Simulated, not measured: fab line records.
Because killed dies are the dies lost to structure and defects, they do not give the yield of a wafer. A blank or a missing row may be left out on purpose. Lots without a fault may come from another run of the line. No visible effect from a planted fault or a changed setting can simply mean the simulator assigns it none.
Struck lot and sound lot, side by side	flow sky130	18 out of 708 route steps
Sound: these wafers, L846.1, L846.3, L846.6. Struck: wafers L850.3, L850.5, L850.6. At the end, the cause is stated.
Per side, at each step with rows, come the tool, then ch with its chambers, and then its first start. Under that, the readings that differ: sound wafers	struck wafers	difference of the means	sigmas: that difference in standard deviations of wafers without a fault.
alike: a reading whose means differ by less than 2 such deviations, as well as words and numbers matching on both sides. not compared: withheld readings; readings where some wafer has no value; bounds like >300 that might hide an equal value; numbers whose values overlap and for which the record gives no deviation.
Wherever a step has rows on one side only, a row that says differs or no value, or a row with sigmas, the two part there. Numbers that have no deviation but don't overlap get no sigmas and don't part them. A reading missing from all wafers of one side parts the sides only when that side holds two or more wafers.

first, 5 steps without rows for these wafers: SKY_LDD_HVP_COAT_02 (resist thk 300 nm); SKY_LDD_HVP_SOFTBAKE_03 (time 60 s); SKY_LDD_HVP_EXPOSE_04 (exposes mask HVPTM, target cd 700 nm); SKY_LDD_HVP_PEB_05; SKY_LDD_HVP_DEVELOP_06 (develop time 60 s).
SKY_LDD_HVP_OVL_MEAS_07:
  sound on overlay-01, day 24 20:14; struck on overlay-01, day 26 03:02
  alike: LDD_HVP_OVL
next, for these wafers, 1 step has no rows: SKY_LDD_HVP_IMPLANT_08.
SKY_LDD_HVP_STRIP_09: strips in O2/N2.
  sound on plasma asher-02 ch 0, day 24 20:25; struck on plasma asher-04 ch 0,1, day 26 03:14
reading	sound	struck	difference	sigmas
strip time to endpoint s (s)	4.153 4.145 4.144	4.118 4.118 4.114	-0.031	-2
  alike: drypump motor current A, n2 flow sccm, o2 flow sccm, oes product au
  not compared: rf hours counter h
SKY_LDD_HVP_TW_MEAS_10:
  sound on film metro-04, day 24 20:31; struck on film metro-01, day 26 03:20
  alike: LDD_HVP_TW
then, 3 steps without rows for these wafers: SKY_LDD_LDN_DEHYDRATE_00 (time 60 s); SKY_LDD_LDN_HMDS_01 (prime time 60 s); SKY_LDD_LDN_COAT_02 (resist thk 1140 nm).
SKY_LDD_LDN_SOFTBAKE_03: time 60 s.
  sound on litho track-01 ch 0, day 25 11:02; struck on litho track-03 ch 0, day 26 18:20
reading	sound	struck	difference	sigmas
heater power total W (W)	56.51 56.64 56.62	54.22 54.20 54.16	-2.40	-54
plate temp C (C)	89.96 89.90 89.80	87.37 87.30 87.31	-2.56	-21
then, 2 steps without rows for these wafers: SKY_LDD_LDN_EXPOSE_04 (exposes mask LDNTM, target cd 700 nm); SKY_LDD_LDN_PEB_05.
SKY_LDD_LDN_DEVELOP_06: develop time 60 s.
  sound on litho track-01 ch 0, day 26 01:23; struck on litho track-01 ch 0, day 27 07:50
reading	sound	struck	difference	sigmas
model.NOVOLAK_of_LDD_LDN_COAT_02.thk nm (nm)	1143 1140 1142	1147 1147 1147	+5	
SKY_LDD_LDN_OVL_MEAS_07:
  sound on overlay-01, day 26 01:32; struck on overlay-02, day 27 07:56
reading	sound	struck	difference	sigmas
LDD_LDN_OVL (nm)	1.8 1.2 1.1	-2.4 -2.8 -0.7	-3.3	-3
-- a jump in the record: the struck wafers' starts before and after are 21 days apart (it breaks off in module LDD_LDN and resumes in module PAD_OPEN, where the first step shown is number 708 of the route) --
SKY_PAD_OPEN_PROBE_99:
  sound on prober-01, day 47 22:51; struck on prober-01, day 48 17:04
  alike: killed_at_M0_to_M3, killed_at_M4_up, killed at contacts, killed at front end, killed at other, killed dies, killed open, killed short

== WHERE THEY PART ==
At SKY_LDD_HVP_STRIP_09 first; at SKY_LDD_LDN_OVL_MEAS_07 last (within this record only). Later steps at which nothing parts them and some readings are alike: SKY_PAD_OPEN_PROBE_99.

WHY: the cause the simulator had injected
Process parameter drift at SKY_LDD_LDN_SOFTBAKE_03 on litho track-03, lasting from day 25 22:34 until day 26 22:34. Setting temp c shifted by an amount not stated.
